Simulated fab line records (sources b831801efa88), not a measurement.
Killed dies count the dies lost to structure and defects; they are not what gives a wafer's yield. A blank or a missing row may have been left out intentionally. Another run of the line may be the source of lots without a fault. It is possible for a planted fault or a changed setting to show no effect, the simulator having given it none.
Which tool was responsible? :: flow sfq-line :: 11 lots, 33 wafers sampled, at 3 steps of a route of 325

WHAT THE GAUGES READ, wafer by wafer
SFQ_M0_RS_MEAS_904: the measuring method here is four-point-probe.
lot: L545
measured: day 7 09:08
on: film-metro-03
M0_NB_RS (ohm/sq): 0.849 0.859 0.845

lot: L546
measured: day 7 13:58
on: film-metro-01
M0_NB_RS (ohm/sq): 0.874 0.875 0.874

lot: L547
measured: day 7 21:11
on: film-metro-02
M0_NB_RS (ohm/sq): 0.875 0.878 0.880

lot: L548
measured: day 8 08:21
on: film-metro-02
M0_NB_RS (ohm/sq): 0.857 0.858 0.860

lot: L549
measured: day 8 17:57
on: film-metro-02
M0_NB_RS (ohm/sq): 0.858 0.853 0.858

lot: L550
measured: day 9 02:23
on: film-metro-02
M0_NB_RS (ohm/sq): 0.861 0.875 0.859

lot: L551
measured: day 9 07:09
on: film-metro-02
M0_NB_RS (ohm/sq): 0.859 0.863 0.858

lot: L552
measured: day 9 11:56
on: film-metro-02
M0_NB_RS (ohm/sq): 0.874 0.861 0.866

lot: L553
measured: day 9 15:32
on: film-metro-03
M0_NB_RS (ohm/sq): 0.861 0.856 0.876

lot: L554
measured: day 9 22:17
on: film-metro-02
M0_NB_RS (ohm/sq): 0.860 0.870 0.873

lot: L555
measured: day 10 00:43
on: film-metro-02
M0_NB_RS (ohm/sq): 0.866 0.868 0.875

EACH LOT AND THE TOOL THAT RAN IT (in order: tool; ch and the chambers of the sampled wafers; start)
lot: L545
SFQ_TRILAYER_L0_BARC_OPEN_METAL_ETCH_010: rie-metal-03 ch 0,1, day 4 04:58
SFQ_TRILAYER_L0_VIA_STRIP_STRIP_017: rie-metal-01 ch 0,1, day 7 08:15

lot: L546
SFQ_TRILAYER_L0_BARC_OPEN_METAL_ETCH_010: rie-metal-02 ch 0,1, day 4 10:58
SFQ_TRILAYER_L0_VIA_STRIP_STRIP_017: rie-metal-03 ch 0,1, day 7 13:03

lot: L547
SFQ_TRILAYER_L0_BARC_OPEN_METAL_ETCH_010: rie-metal-04 ch 0,1, day 4 16:59
SFQ_TRILAYER_L0_VIA_STRIP_STRIP_017: rie-metal-01 ch 0,1, day 7 20:27

lot: L548
SFQ_TRILAYER_L0_BARC_OPEN_METAL_ETCH_010: rie-metal-04 ch 0,1, day 4 23:43
SFQ_TRILAYER_L0_VIA_STRIP_STRIP_017: rie-metal-04 ch 0,1, day 8 07:26

lot: L549
SFQ_TRILAYER_L0_BARC_OPEN_METAL_ETCH_010: rie-metal-04 ch 0,1, day 5 09:19
SFQ_TRILAYER_L0_VIA_STRIP_STRIP_017: rie-metal-04 ch 1, day 8 17:02

lot: L550
SFQ_TRILAYER_L0_BARC_OPEN_METAL_ETCH_010: rie-metal-02 ch 0,1, day 5 17:44
SFQ_TRILAYER_L0_VIA_STRIP_STRIP_017: rie-metal-03 ch 0,1, day 9 01:38

lot: L551
SFQ_TRILAYER_L0_BARC_OPEN_METAL_ETCH_010: rie-metal-03 ch 0, day 5 22:32
SFQ_TRILAYER_L0_VIA_STRIP_STRIP_017: rie-metal-04 ch 0,1, day 9 06:14

lot: L552
SFQ_TRILAYER_L0_BARC_OPEN_METAL_ETCH_010: rie-metal-04 ch 0,1, day 6 03:25
SFQ_TRILAYER_L0_VIA_STRIP_STRIP_017: rie-metal-04 ch 0,1, day 9 11:02

lot: L553
SFQ_TRILAYER_L0_BARC_OPEN_METAL_ETCH_010: rie-metal-04 ch 0,1, day 6 06:55
SFQ_TRILAYER_L0_VIA_STRIP_STRIP_017: rie-metal-01 ch 0,1, day 9 14:38

lot: L554
SFQ_TRILAYER_L0_BARC_OPEN_METAL_ETCH_010: rie-metal-03 ch 0, day 6 11:44
SFQ_TRILAYER_L0_VIA_STRIP_STRIP_017: rie-metal-01 ch 0,1, day 9 21:20

lot: L555
SFQ_TRILAYER_L0_BARC_OPEN_METAL_ETCH_010: rie-metal-02 ch 0,1, day 6 15:20
SFQ_TRILAYER_L0_VIA_STRIP_STRIP_017: rie-metal-01 ch 0,1, day 9 23:56
- SFQ_TRILAYER_L0_BARC_OPEN_METAL_ETCH_010: etches BARC in O2, target depth 125 nm, time 41.7 s.
- SFQ_TRILAYER_L0_VIA_STRIP_STRIP_017: strips in O2.

WHAT THE TOOLS THEMSELVES READ (means of the sampled wafers that have a number; where no wafer has one, the mark that the record gives instead)
SFQ_TRILAYER_L0_BARC_OPEN_METAL_ETCH_010.
lot: L545
tool: rie-metal-03
drypump-motor-current-A (A): 5.4
he-backside-leak-sccm (sccm): 3.49
oes-product-au (a.u.): 0.684
run-length-s (s): 69.8

lot: L546
tool: rie-metal-02
drypump-motor-current-A (A): 5.8
he-backside-leak-sccm (sccm): 3.24
oes-product-au (a.u.): 0.689
run-length-s (s): 70.3

lot: L547
tool: rie-metal-04
drypump-motor-current-A (A): 5.7
he-backside-leak-sccm (sccm): 3.33
oes-product-au (a.u.): 0.688
run-length-s (s): 69.5

lot: L548
tool: rie-metal-04
drypump-motor-current-A (A): 5.7
he-backside-leak-sccm (sccm): 3.31
oes-product-au (a.u.): 0.687
run-length-s (s): 69.7

lot: L549
tool: rie-metal-04
drypump-motor-current-A (A): 5.7
he-backside-leak-sccm (sccm): 3.36
oes-product-au (a.u.): 0.687
run-length-s (s): 69.4

lot: L550
tool: rie-metal-02
drypump-motor-current-A (A): 6.3
he-backside-leak-sccm (sccm): 3.17
oes-product-au (a.u.): 0.686
run-length-s (s): 69.5

lot: L551
tool: rie-metal-03
drypump-motor-current-A (A): 5.1
he-backside-leak-sccm (sccm): 3.19
oes-product-au (a.u.): 0.688
run-length-s (s): 69.9

lot: L552
tool: rie-metal-04
drypump-motor-current-A (A): 5.6
he-backside-leak-sccm (sccm): 3.55
oes-product-au (a.u.): 0.819
run-length-s (s): 59.9

lot: L553
tool: rie-metal-04
drypump-motor-current-A (A): 5.7
he-backside-leak-sccm (sccm): 3.34
oes-product-au (a.u.): 0.815
run-length-s (s): 60.1

lot: L554
tool: rie-metal-03
drypump-motor-current-A (A): 5.2
he-backside-leak-sccm (sccm): 3.24
oes-product-au (a.u.): 0.816
run-length-s (s): 60.5

lot: L555
tool: rie-metal-02
drypump-motor-current-A (A): 5.8
he-backside-leak-sccm (sccm): 3.35
oes-product-au (a.u.): 0.821
run-length-s (s): 60.7

SFQ_TRILAYER_L0_VIA_STRIP_STRIP_017.
lot: L545
tool: rie-metal-01
drypump-motor-current-A (A): 6.1
he-backside-leak-sccm (sccm): 3.63
oes-product-au (a.u.): 1.000

lot: L546
tool: rie-metal-03
drypump-motor-current-A (A): 5.4
he-backside-leak-sccm (sccm): 3.25
oes-product-au (a.u.): 0.992

lot: L547
tool: rie-metal-01
drypump-motor-current-A (A): 6.1
he-backside-leak-sccm (sccm): 3.44
oes-product-au (a.u.): 1.012

lot: L548
tool: rie-metal-04
drypump-motor-current-A (A): 5.6
he-backside-leak-sccm (sccm): 3.52
oes-product-au (a.u.): 0.998

lot: L549
tool: rie-metal-04
drypump-motor-current-A (A): 5.5
he-backside-leak-sccm (sccm): 3.75
oes-product-au (a.u.): 0.990

lot: L550
tool: rie-metal-03
drypump-motor-current-A (A): 5.7
he-backside-leak-sccm (sccm): 3.20
oes-product-au (a.u.): 0.994

lot: L551
tool: rie-metal-04
drypump-motor-current-A (A): 5.7
he-backside-leak-sccm (sccm): 3.30
oes-product-au (a.u.): 0.997

lot: L552
tool: rie-metal-04
drypump-motor-current-A (A): 5.7
he-backside-leak-sccm (sccm): 3.34
oes-product-au (a.u.): 0.995

lot: L553
tool: rie-metal-01
drypump-motor-current-A (A): 6.1
he-backside-leak-sccm (sccm): 3.71
oes-product-au (a.u.): 0.999

lot: L554
tool: rie-metal-01
drypump-motor-current-A (A): 6.0
he-backside-leak-sccm (sccm): 3.73
oes-product-au (a.u.): 1.002

lot: L555
tool: rie-metal-01
drypump-motor-current-A (A): 6.0
he-backside-leak-sccm (sccm): 3.58
oes-product-au (a.u.): 0.999

THE ANSWER, worked out from the rows above alone
Rule: what is usual is taken from the lots themselves. Put in order of their means at a reading, lots are off if they are a third of the lots or fewer, leave a main group of 4 or more, and stand apart from it by a gap of 3 or more times the standard deviation of the main group's means; of several such gaps the widest counts. The tables above print the reading to a certain number of digits; a main group whose means all agree to those digits is not used. A lot without any number at a reading at which 4 lots or more have one is off too. All remaining lots with rows at the step are treated as sound. Order of review: gauges by route order, followed by the tools' own readings, for which a lot's mean as printed above is used. At the first step where some lot is off, the reading lying furthest off is the one used; lots without a number count as furthest.
No lot is off at any reading shown: from this, nothing can be told.

WHAT HAD BEEN PUT IN BY THE SIMULATOR
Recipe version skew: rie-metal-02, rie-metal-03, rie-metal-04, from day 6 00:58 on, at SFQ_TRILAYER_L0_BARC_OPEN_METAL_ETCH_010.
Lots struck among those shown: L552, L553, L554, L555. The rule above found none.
